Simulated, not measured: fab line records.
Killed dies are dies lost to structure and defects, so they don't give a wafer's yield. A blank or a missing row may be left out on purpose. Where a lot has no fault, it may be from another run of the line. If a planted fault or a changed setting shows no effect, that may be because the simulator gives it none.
The tool behind it: which one? -- flow sky130 -- 42 wafers sampled from 14 lots at 1 step of a route of 708

WHAT THE GAUGES SHOWED, per wafer
The record holds no reading of a measuring or inspecting step that can be judged against a usual standard deviation.

WHICH TOOL RAN EACH LOT (tool, then ch and the chambers of the sampled wafers, then the start)
lot,SKY_DNWELL_STRIP_08
L817,"plasmaAsher-01 ch 0,1, day 3 11:01"
L818,"plasmaAsher-01 ch 0,1, day 3 14:13"
L820,"plasmaAsher-02 ch 0,1, day 4 04:37"
L821,"plasmaAsher-01 ch 0,1, day 4 08:41"
L822,"plasmaAsher-01 ch 0,1, day 4 11:55"
L823,"plasmaAsher-02 ch 0,1, day 4 18:32"
L824,"plasmaAsher-02 ch 0,1, day 5 00:14"
L825,"plasmaAsher-03 ch 0, day 5 04:29"
L828,"plasmaAsher-03 ch 0,1, day 5 19:29"
L833,"plasmaAsher-02 ch 0,1, day 7 03:17"
L834,"plasmaAsher-02 ch 0,1, day 7 07:24"
L837,"plasmaAsher-03 ch 0, day 8 00:09"
L838,"plasmaAsher-01 ch 0,1, day 8 04:22"
L839,"plasmaAsher-03 ch 0,1, day 8 11:07"
- SKY_DNWELL_STRIP_08: strips in O2/N2.

WHAT THE TOOLS THEMSELVES READ (means of the sampled wafers that have a number; where no wafer has one, the mark that the record gives instead)
SKY_DNWELL_STRIP_08.
lot,tool,drypumpMotorCurrentA (A),n2FlowSccm (sccm),oesProductAu (a.u.),stripTimeToEndpointS (s)
L817,plasmaAsher-01,5.3,299.4,0.726,36.85
L818,plasmaAsher-01,5.4,300.1,0.723,36.86
L820,plasmaAsher-02,5.6,299.6,0.728,36.88
L821,plasmaAsher-01,5.3,299.7,0.719,36.99
L822,plasmaAsher-01,5.4,300.4,0.719,37.20
L823,plasmaAsher-02,5.6,300.4,0.718,36.96
L824,plasmaAsher-02,5.6,300.0,0.723,36.82
L825,plasmaAsher-03,5.7,301.3,0.723,36.99
L828,plasmaAsher-03,6.0,300.3,0.724,36.95
L833,plasmaAsher-02,5.6,279.4,0.721,36.92
L834,plasmaAsher-02,5.6,280.6,0.723,37.07
L837,plasmaAsher-03,5.7,299.7,0.728,36.88
L838,plasmaAsher-01,5.3,300.2,0.718,37.06
L839,plasmaAsher-03,6.0,300.2,0.723,36.91

THE ANSWER, worked out from the rows above alone
Rule: what is usual is taken from the lots themselves. Put in order of their means at a reading, lots are off if they are a third of the lots or fewer, leave a main group of 4 or more, and stand apart from it by a gap of 3 or more times the standard deviation of the main group's means; of several such gaps the widest counts. A main group whose means are all the same, to the digits that the tables above print for the reading, isn't used. A lot without any number at a reading at which 4 lots or more have one is off too. Any other lot the step has rows for is counted as sound. First the gauges in route order, then the tools' own readings, where a lot's mean is used as printed above. The first step at which some lot is off is used, and at that step the reading that is off furthest; a lot without a number counts as furthest.
Off: L833, L834, at SKY_DNWELL_STRIP_08 (n2FlowSccm). For the main group the mean is 300.1 sccm and the standard deviation 0.48.
If a tool, at that step or one of the process steps before it, ran each lot that is off and ran no sound lot following the first of them, it fits. One candidate fits, namely plasmaAsher-02 at SKY_DNWELL_STRIP_08. A fault onset in the window from L824 (day 5 00:14, its last sound lot) to L833 (day 7 03:17, its first lot off) fits.
The tool's own readings at SKY_DNWELL_STRIP_08 bear it out: on the lots that are off they differ by more than 5 times the standard deviation of the sound lots' means. n2FlowSccm reads 280.0 sccm there against 300.1 sccm on the sound lots.

WHAT THE SIMULATOR HAD INSERTED
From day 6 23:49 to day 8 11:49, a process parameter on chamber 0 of plasmaAsher-02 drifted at SKY_DNWELL_STRIP_08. Setting n2FlowSccm shifted by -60 from 300. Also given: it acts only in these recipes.
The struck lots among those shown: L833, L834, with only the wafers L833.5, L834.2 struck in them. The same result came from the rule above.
